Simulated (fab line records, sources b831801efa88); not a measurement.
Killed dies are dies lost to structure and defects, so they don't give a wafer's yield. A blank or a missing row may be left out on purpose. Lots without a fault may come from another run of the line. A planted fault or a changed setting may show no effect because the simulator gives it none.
Which tool did it? | flow gf180mcu | 7 lots, 21 wafers sampled, at 1 step of a route of 602

WHAT THE GAUGES READ, wafer by wafer
GF_V3_THK_MEAS_03.
lot  | measured     | on            | V3_CVD_02_THK (nm)
L895 | day 23 02:04 | film_metro-01 | 856 865 869
L897 | day 23 17:19 | film_metro-02 | 851 876 866
L900 | day 24 20:31 | film_metro-01 | 841 865 859
L902 | day 25 15:25 | film_metro-03 | 858 853 882
L908 | day 27 06:23 | film_metro-02 | 862 840 869
L911 | day 28 02:53 | film_metro-01 | 856 858 874
L913 | day 28 13:03 | film_metro-03 | 838 856 852

WHICH TOOL RAN EACH LOT (tool, then ch and the chambers of the sampled wafers, then the start)
The record holds no process step before these readings.

THE ANSWER, worked out from the rows above alone
Rule: what is usual is taken from the lots themselves. Put in order of their means at a reading, lots are off if they are a third of the lots or fewer, leave a main group of 4 or more, and stand apart from it by a gap of 3 or more times the standard deviation of the main group's means; of several such gaps the widest counts. A main group whose means are all the same, to the digits that the tables above print for the reading, isn't used. A lot without any number at a reading at which 4 lots or more have one is off too. The other lots that the step has rows for count as sound.
No lot is off at any reading shown: from this, nothing can be told.

WHAT THE SIMULATOR HAD PUT IN
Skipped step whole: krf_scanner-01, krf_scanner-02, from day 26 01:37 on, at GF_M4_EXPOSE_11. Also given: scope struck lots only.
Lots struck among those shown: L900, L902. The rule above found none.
